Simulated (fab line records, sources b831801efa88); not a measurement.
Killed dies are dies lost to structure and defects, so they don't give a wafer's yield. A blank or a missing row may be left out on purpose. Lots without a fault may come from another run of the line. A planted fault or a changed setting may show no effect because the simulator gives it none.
Which tool did it? | flow gf180mcu | 12 lots, 36 wafers sampled, at 5 steps of a route of 602

WHAT THE GAUGES READ, wafer by wafer
GF_SAB_CD_MEAS_09: target cd 420 nm.
lot  | measured     | on        | cd_nm (nm)
L846 | day 14 21:49 | cd_sem-01 | 419.7 418.0 419.6
L849 | day 15 22:10 | cd_sem-01 | 416.6 416.4 417.2
L850 | day 16 12:28 | cd_sem-01 | 420.1 418.6 421.6
L853 | day 17 13:00 | cd_sem-02 | 419.0 419.3 415.9
L855 | day 18 06:39 | cd_sem-01 | 418.5 420.0 420.6
L856 | day 18 14:59 | cd_sem-02 | 422.9 421.2 419.6
L858 | day 19 09:16 | cd_sem-02 | 422.6 420.8 420.4
L859 | day 19 15:07 | cd_sem-02 | 420.8 421.7 420.5
L865 | day 21 21:39 | cd_sem-02 | 421.2 420.5 419.0
L867 | day 22 11:00 | cd_sem-02 | 420.4 420.8 420.9
L868 | day 22 19:17 | cd_sem-02 | 421.5 420.4 420.7
L869 | day 23 02:47 | cd_sem-01 | 422.3 424.5 423.3

GF_M1_RS_MEAS_05: measures by four-point-probe.
lot  | measured     | on            | M1_ALCU_RS (ohm/sq)
L846 | day 15 22:45 | film_metro-04 | 0.0712 0.0706 0.0697
L849 | day 17 00:05 | film_metro-04 | 0.0695 0.0689 0.0684
L850 | day 17 15:27 | film_metro-03 | 0.0695 0.0680 0.0683
L853 | day 18 15:51 | film_metro-02 | 0.0697 0.0691 0.0692
L855 | day 19 08:40 | film_metro-03 | 0.0699 0.0699 0.0700
L856 | day 19 18:15 | film_metro-04 | 0.0707 0.0699 0.0701
L858 | day 20 12:49 | film_metro-02 | 0.0711 0.0700 0.0703
L859 | day 20 18:36 | film_metro-03 | 0.0690 0.0699 0.0691
L865 | day 22 23:49 | film_metro-02 | 0.0711 0.0700 0.0704
L867 | day 23 12:41 | film_metro-04 | 0.0713 0.0707 0.0706
L868 | day 23 21:15 | film_metro-04 | 0.0703 0.0699 0.0703
L869 | day 24 04:33 | film_metro-02 | 0.0715 0.0714 0.0700

WHICH TOOL RAN EACH LOT (tool, then ch and the chambers of the sampled wafers, then the start)
lot  | GF_HV_LDD_COAT_14                 | GF_HV_LDD_STRIP_22                   | GF_CONTACT_SPUTTER_22
L846 | litho_track-03 ch 0, day 10 05:05 | plasma_asher-01 ch 0,1, day 10 14:44 | pvd_sputter-04, day 15 21:50
L849 | litho_track-02 ch 0, day 11 00:28 | plasma_asher-02 ch 0,1, day 11 10:02 | pvd_sputter-02, day 16 23:10
L850 | litho_track-02 ch 0, day 11 13:43 | plasma_asher-04 ch 0,1, day 11 23:31 | pvd_sputter-02, day 17 14:32
L853 | litho_track-02 ch 0, day 12 09:12 | plasma_asher-01 ch 0,1, day 12 19:55 | pvd_sputter-02, day 18 14:57
L855 | litho_track-04 ch 0, day 13 02:29 | plasma_asher-02 ch 0,1, day 13 11:57 | pvd_sputter-01, day 19 07:46
L856 | litho_track-04 ch 0, day 13 06:51 | plasma_asher-04 ch 0,1, day 13 17:41 | pvd_sputter-04, day 19 17:20
L858 | litho_track-02 ch 0, day 14 00:49 | plasma_asher-01 ch 0,1, day 14 11:14 | pvd_sputter-02, day 20 11:53
L859 | litho_track-02 ch 0, day 14 04:16 | plasma_asher-01 ch 0,1, day 14 14:57 | pvd_sputter-04, day 20 17:41
L865 | litho_track-04 ch 0, day 16 07:10 | plasma_asher-02 ch 0,1, day 16 18:37 | pvd_sputter-01, day 22 22:55
L867 | litho_track-04 ch 0, day 16 18:37 | plasma_asher-01 ch 0,1, day 17 06:39 | pvd_sputter-04, day 23 11:35
L868 | litho_track-02 ch 0, day 17 04:15 | plasma_asher-02 ch 0,1, day 17 15:33 | pvd_sputter-01, day 23 20:21
L869 | litho_track-02 ch 0, day 17 10:42 | plasma_asher-01 ch 0,1, day 17 22:50 | pvd_sputter-02, day 24 03:39
- GF_HV_LDD_COAT_14: resist thk 1000 nm.
- GF_HV_LDD_STRIP_22: strips in O2/N2.
- GF_CONTACT_SPUTTER_22: material Ti, target thk 15 nm, time 80.02 s.

WHAT THE TOOLS THEMSELVES READ (means of the sampled wafers that have a number; where no wafer has one, the mark that the record gives instead)
GF_HV_LDD_COAT_14.
lot  | tool           | spin_speed_rpm (rpm)
L846 | litho_track-03 | 3000.8
L849 | litho_track-02 | 2999.4
L850 | litho_track-02 | 3002.2
L853 | litho_track-02 | 3000.2
L855 | litho_track-04 | 3000.3
L856 | litho_track-04 | 2999.7
L858 | litho_track-02 | 3293.8
L859 | litho_track-02 | 3295.8
L865 | litho_track-04 | 2999.1
L867 | litho_track-04 | 2998.6
L868 | litho_track-02 | 2999.8
L869 | litho_track-02 | 2999.4

GF_HV_LDD_STRIP_22.
lot  | tool            | drypump_motor_current_A (A) | heater_power_w (W) | o2_flow_sccm (sccm) | oes_product_au (a.u.) | strip_time_to_endpoint_s (s)
L846 | plasma_asher-01 | 6.1                         | 315                | 2999                | 0.712                 | 12.60
L849 | plasma_asher-02 | 5.6                         | 352                | 3000                | 0.715                 | 12.61
L850 | plasma_asher-04 | 5.8                         | 376                | 2997                | 0.720                 | 12.59
L853 | plasma_asher-01 | 6.1                         | 308                | 3003                | 0.714                 | 12.59
L855 | plasma_asher-02 | 5.6                         | 358                | 2994                | 0.721                 | 12.65
L856 | plasma_asher-04 | 5.9                         | 330                | 3010                | 0.715                 | 12.59
L858 | plasma_asher-01 | 6.1                         | 313                | 3004                | 0.715                 | 12.07
L859 | plasma_asher-01 | 6.1                         | 295                | 3013                | 0.717                 | 12.08
L865 | plasma_asher-02 | 5.6                         | 353                | 2998                | 0.717                 | 12.69
L867 | plasma_asher-01 | 6.1                         | 315                | 3007                | 0.713                 | 12.60
L868 | plasma_asher-02 | 5.8                         | 339                | 3006                | 0.718                 | 12.62
L869 | plasma_asher-01 | 6.1                         | 297                | 3000                | 0.721                 | 12.61

GF_CONTACT_SPUTTER_22.
lot  | tool           | cathode_dc_power_W (W) | throttle_valve_pct (%)
L846 | pvd_sputter-04 | 2499.7                 | 29.3
L849 | pvd_sputter-02 | 2500.6                 | 31.0
L850 | pvd_sputter-02 | 2500.1                 | 30.8
L853 | pvd_sputter-02 | 2499.9                 | 30.3
L855 | pvd_sputter-01 | 2499.8                 | 29.9
L856 | pvd_sputter-04 | 2500.0                 | 29.7
L858 | pvd_sputter-02 | 2499.8                 | 31.6
L859 | pvd_sputter-04 | 2500.2                 | 29.5
L865 | pvd_sputter-01 | 2500.5                 | 30.1
L867 | pvd_sputter-04 | 2499.7                 | 29.0
L868 | pvd_sputter-01 | 2499.8                 | 30.4
L869 | pvd_sputter-02 | 2499.8                 | 30.5

THE ANSWER, worked out from the rows above alone
Rule: what is usual is taken from the lots themselves. Put in order of their means at a reading, lots are off if they are a third of the lots or fewer, leave a main group of 4 or more, and stand apart from it by a gap of 3 or more times the standard deviation of the main group's means; of several such gaps the widest counts. A main group whose means are all the same, to the digits that the tables above print for the reading, isn't used. A lot without any number at a reading at which 4 lots or more have one is off too. The other lots that the step has rows for count as sound. The gauges are gone through in route order, then the tools' own readings, and for those a lot's mean is taken as printed above. The first step at which some lot is off is used, and at that step the reading that is off furthest; a lot without a number counts as furthest.
Off: L858, L859, at GF_HV_LDD_COAT_14 (spin_speed_rpm). The main group: mean 2999.9 rpm, standard deviation 0.96.
A tool fits if, at that step or a process step before it, it ran every lot that is off, and no sound lot after the first of them. None of those tried fits.

WHAT THE SIMULATOR HAD PUT IN
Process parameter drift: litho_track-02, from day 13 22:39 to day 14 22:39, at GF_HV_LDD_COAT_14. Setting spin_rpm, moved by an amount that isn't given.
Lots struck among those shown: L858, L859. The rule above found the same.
